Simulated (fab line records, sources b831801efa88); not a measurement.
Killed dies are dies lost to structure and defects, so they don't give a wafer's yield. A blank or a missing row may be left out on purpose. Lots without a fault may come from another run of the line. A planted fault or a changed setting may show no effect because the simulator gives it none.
fab line records | flow sky130 | part 2 of 2: steps 33 to 43 of 43
record lots=5 wafers=15 last_day=50
route steps=708 shown NWELL@59 PWDE@84 VT_ADJUST_HVTP@85 VT_ADJUST_LVTN@97
lots that met no fault: from a run of the same line without faults
start_h: hours from the record's first day to the start of the lot's first wafer shown | wait_h: hours since the lot's step before | " the same as in the row above | L1.1+2: a row that stands for several wafers | - no value, or no start given | * or withheld: withheld | < > ~ a bound
route shown NAME@n: a module of which the file shows steps, and the number in the route of the first | usual: mean/standard deviation of fault-free wafers | same: alike in all rows | chamber/n: place in a boat | sites: the reading at each site | _std_site: their standard deviation | _edge_site: outer sites' mean less inner sites' | radius_mm: how far each site lies from the wafer's centre | mask NAME#n: copy n | behind: the tool/chamber that last shaped the wafer | hold: why the lot was held/for how many hours/how that ended | device: the transistor (n, p or np) that didn't switch | end of line: the same wafers' tests at the end of the route | a step without rows: its recipe alone | killed: dies lost to structure and defects at the first sort, not the wafer's yield | map: a wafer's dies, x killed, . not, _ none there
set.NAME: the setting as run; set.NAME@STEP: as run at that earlier step | model.NAME: the simulator's own value behind a step, which no gauge read
lots at some steps of the route; a table a step, a row a wafer
services: from which hour (start_h, from the record's first day; less than 0 if before it) a tool's chamber was out of use, for how many hours, and why
## steps
# step SKY_VT_ADJUST_HVTP_CD_MEAS_07
# recipe target_cd_nm=380
# usual cd_nm=380.0/2.3
# columns lot.wafer tool chamber start_h wait_h cd_nm
L079.1 cd_sem-01 - 153.52 0.1 379.6
L079.4 " - " " 381.6
L079.5 " - " " 383.7
L085.1 cd_sem-02 - 188.53 0.1 379.6
L085.4 " - " " 379.3
L085.5 " - " " 377.8
L086.1 cd_sem-01 - 195.84 0.1 377.4
L086.3 " - " " 377.9
L086.5 " - " " 376.3
L088.2 cd_sem-01 - 213.91 0.1 376.3
L088.4 " - " " 378.1
L088.5 " - " " 377.5
L095.1 cd_sem-02 - 256.98 0.1 382.2
L095.3 " - " " 381.8
L095.6 " - " " 381.8
# step SKY_VT_ADJUST_HVTP_OVL_MEAS_08
# usual VT_ADJUST_HVTP_OVL=1.5/1.3
# columns lot.wafer tool chamber start_h wait_h VT_ADJUST_HVTP_OVL[nm]
L079.1 overlay-01 - 153.64 0.1 1.8
L079.4 " - " " 1.5
L079.5 " - " " 0.6
L085.1 overlay-02 - 188.65 0.1 2.3
L085.4 " - " " 2.4
L085.5 " - " " 2.5
L086.1 overlay-01 - 195.96 0.1 0.4
L086.3 " - " " 0.7
L086.5 " - " " 1.5
L088.2 overlay-02 - 214.02 0.1 3.9
L088.4 " - " " 3.1
L088.5 " - " " 3.4
L095.1 overlay-01 - 257.10 0.1 2.7
L095.3 " - " " 1.1
L095.6 " - " " 2.8
# step SKY_VT_ADJUST_HVTP_IMPLANT_09
# recipe species=As energy_kev=150 dose_cm2=4.3e+12 tilt_deg=withheld
# columns lot.wafer tool chamber start_h wait_h
L079.1+4+5 implanter-02 0 153.68 0.0
L085.1+4+5 implanter-04 0 188.68 0.0
L086.1+3+5 implanter-01 0 196.00 0.0
L088.2+4+5 implanter-02 0 214.07 0.0
L095.1+3+6 implanter-04 0 257.13 0.0
# step SKY_VT_ADJUST_HVTP_STRIP_10
# recipe chemistry=O2/N2 power_w=1400 pressure_mtorr=1500 platen_temp_c=withheld o2_flow_sccm=3000 n2_flow_sccm=300 overash_fraction=0.5
# usual drypump_motor_current_A=5.6/0.41 oes_product_au=0.716/0.0047 strip_time_to_endpoint_s=14.16/0.049
# columns lot.wafer tool chamber start_h wait_h drypump_motor_current_A oes_product_au rf_hours_counter_h strip_time_to_endpoint_s
L079.1 plasma_asher-02 0 153.83 0.1 5.8 0.716 32 14.11
L079.4 " 1 " " 4.8 0.718 - 14.08
L079.5 " 1 " " 4.8 0.718 - 14.14
L085.1 plasma_asher-03 1 188.83 0.1 5.4 0.717 51 14.18
L085.4 " 0 " " 6.0 0.709 - 14.18
L085.5 " 0 " " 6.0 0.724 - 14.15
L086.1 plasma_asher-03 1 196.15 0.1 5.4 0.714 51 14.18
L086.3 " 1 " " 5.4 0.720 - 14.11
L086.5 " 1 " " 5.4 0.719 - 14.15
L088.2 plasma_asher-03 1 214.20 0.1 5.4 0.706 53 14.19
L088.4 " 0 " " 6.0 0.713 - 14.23
L088.5 " 1 " " 5.4 0.717 - 14.24
L095.1 plasma_asher-04 1 257.28 0.1 5.5 0.719 58 14.16
L095.3 " 0 " " 6.2 0.720 - 14.20
L095.6 " 0 " " 6.2 0.713 - 14.18
# step SKY_VT_ADJUST_HVTP_TW_MEAS_11
# usual VT_ADJUST_HVTP_TW=1364/14
# columns lot.wafer tool chamber start_h wait_h VT_ADJUST_HVTP_TW
L079.1 film_metro-02 - 153.93 0.1 1382
L079.4 " - " " 1385
L079.5 " - " " 1381
L085.1 film_metro-01 - 188.93 0.1 1337
L085.4 " - " " 1340
L085.5 " - " " 1338
L086.1 film_metro-02 - 196.25 0.1 1374
L086.3 " - " " 1372
L086.5 " - " " 1380
L088.2 film_metro-01 - 214.31 0.1 1349
L088.4 " - " " 1343
L088.5 " - " " 1345
L095.1 film_metro-03 - 257.38 0.1 1357
L095.3 " - " " 1359
L095.6 " - " " 1362
# step SKY_VT_ADJUST_LVTN_DEHYDRATE_00
# recipe temp_c=200 time_s=60
# usual plate_temp_C=199.96/0.16
# columns lot.wafer tool chamber start_h wait_h plate_temp_C
L079.1 litho_track-01 0 163.08 9.1 199.87
L079.4 " 0 " " 199.91
L079.5 " 0 " " 200.09
L085.1 litho_track-04 0 198.69 9.8 199.88
L085.4 " 0 " " 199.73
L085.5 " 0 " " 199.84
L086.1 litho_track-04 0 206.79 10.5 199.97
L086.3 " 0 " " 200.06
L086.5 " 0 " " 199.86
L088.2 litho_track-04 0 224.77 10.4 199.91
L088.4 " 0 " " 200.01
L088.5 " 0 " " 200.01
L095.1 litho_track-04 0 269.14 11.8 200.17
L095.3 " 0 " " 199.84
L095.6 " 0 " " 199.75
# step SKY_VT_ADJUST_LVTN_HMDS_01
# recipe prime_time_s=60 prime_temp_c=120
# columns lot.wafer tool chamber start_h wait_h
L079.1+4+5 litho_track-01 0 163.23 0.1
L085.1+4+5 litho_track-04 0 198.84 0.1
L086.1+3+5 litho_track-04 0 206.94 0.1
L088.2+4+5 litho_track-04 0 224.92 0.1
L095.1+3+6 litho_track-04 0 269.29 0.1
# step SKY_VT_ADJUST_LVTN_COAT_02
# recipe spin_rpm=2000 resist_thk_nm=3000
# columns lot.wafer tool chamber start_h wait_h
L079.1+4+5 litho_track-01 0 163.38 0.1
L085.1+4+5 litho_track-04 0 198.99 0.1
L086.1+3+5 litho_track-04 0 207.09 0.1
L088.2+4+5 litho_track-04 0 225.07 0.1
L095.1+3+6 litho_track-04 0 269.44 0.1
# step SKY_VT_ADJUST_LVTN_SOFTBAKE_03
# recipe temp_c=110 time_s=withheld
# usual plate_temp_C=109.98/0.14
# columns lot.wafer tool chamber start_h wait_h plate_temp_C
L079.1 litho_track-01 0 163.53 0.1 109.84
L079.4 " 0 " " 109.87
L079.5 " 0 " " 109.93
L085.1 litho_track-04 0 199.14 0.1 110.00
L085.4 " 0 " " 109.98
L085.5 " 0 " " 109.81
L086.1 litho_track-04 0 207.24 0.1 110.23
L086.3 " 0 " " 110.13
L086.5 " 0 " " 110.33
L088.2 litho_track-04 0 225.23 0.1 109.96
L088.4 " 0 " " 109.85
L088.5 " 0 " " 109.80
L095.1 litho_track-04 0 269.59 0.1 109.93
L095.3 " 0 " " 110.00
L095.6 " 0 " " 110.00
# step SKY_VT_ADJUST_LVTN_EXPOSE_04
# recipe mask_id=NWM_COMPLEMENT_LESS_NATIVE na=0.6 source_shape=conventional sigma_outer=0.6 polarization=unpolarized target_cd_nm=840 dose_mj=194
# columns lot.wafer tool chamber start_h wait_h mask
L079.1+4+5 iline_stepper-01 0 - - NWM_COMPLEMENT_LESS_NATIVE#0
L085.1+4+5 iline_stepper-02 0 - - NWM_COMPLEMENT_LESS_NATIVE#0
L086.1+3+5 iline_stepper-02 0 - - NWM_COMPLEMENT_LESS_NATIVE#0
L088.2+4+5 iline_stepper-02 0 - - NWM_COMPLEMENT_LESS_NATIVE#0
L095.1+3+6 iline_stepper-02 0 - - NWM_COMPLEMENT_LESS_NATIVE#0
# step SKY_VT_ADJUST_LVTN_PEB_05
# recipe temp_c=115 time_s=withheld
# usual plate_temp_C=114.99/0.14
# columns lot.wafer tool chamber start_h wait_h plate_temp_C
L079.1 litho_track-01 0 - - 114.87
L079.4 " 0 " " 115.03
L079.5 " 0 " " 115.09
L085.1 litho_track-02 0 - - 115.06
L085.4 " 0 " " 114.94
L085.5 " 0 " " 114.94
L086.1 litho_track-01 0 - - 114.92
L086.3 " 0 " " 114.96
L086.5 " 0 " " 114.87
L088.2 litho_track-02 0 - - 115.18
L088.4 " 0 " " 114.94
L088.5 " 0 " " 115.13
L095.1 litho_track-01 0 - - 115.11
L095.3 " 0 " " 114.92
L095.6 " 0 " " 115.11
## services
# columns tool chamber start_h hours kind
implanter-01 - 94.24 0.9 repair
implanter-02 - 98.17 4.7 repair
implanter-04 - 99.23 5.5 repair
plasma_asher-01 - 108.75 9.0 pm
plasma_asher-01 0 108.75 9.0 vent_cycle
rtp_anneal-01 - 122.82 1.1 pm
implanter-01 - 126.41 1.6 repair
plasma_asher-01 - 127.13 7.5 pm
wet_bench-01 - 138.47 5.7 repair
rtp_anneal-01 - 140.17 0.9 repair
implanter-02 - 142.71 0.5 repair
iline_stepper-02 - 161.04 4.4 pm
implanter-01 - 167.87 1.3 repair
plasma_asher-02 - 170.31 2.8 pm
iline_stepper-02 - 194.48 1.7 repair
implanter-04 - 206.14 3.6 pm
plasma_asher-02 - 226.23 2.9 repair
implanter-04 - 235.87 2.9 repair
plasma_asher-03 - 236.25 8.5 repair
wet_bench-01 - 252.94 1.1 repair
plasma_asher-04 - 259.42 1.2 repair
implanter-02 - 269.61 3.8 pm
iline_stepper-02 - 272.32 1.7 pm
implanter-04 - 281.07 13.9 pm
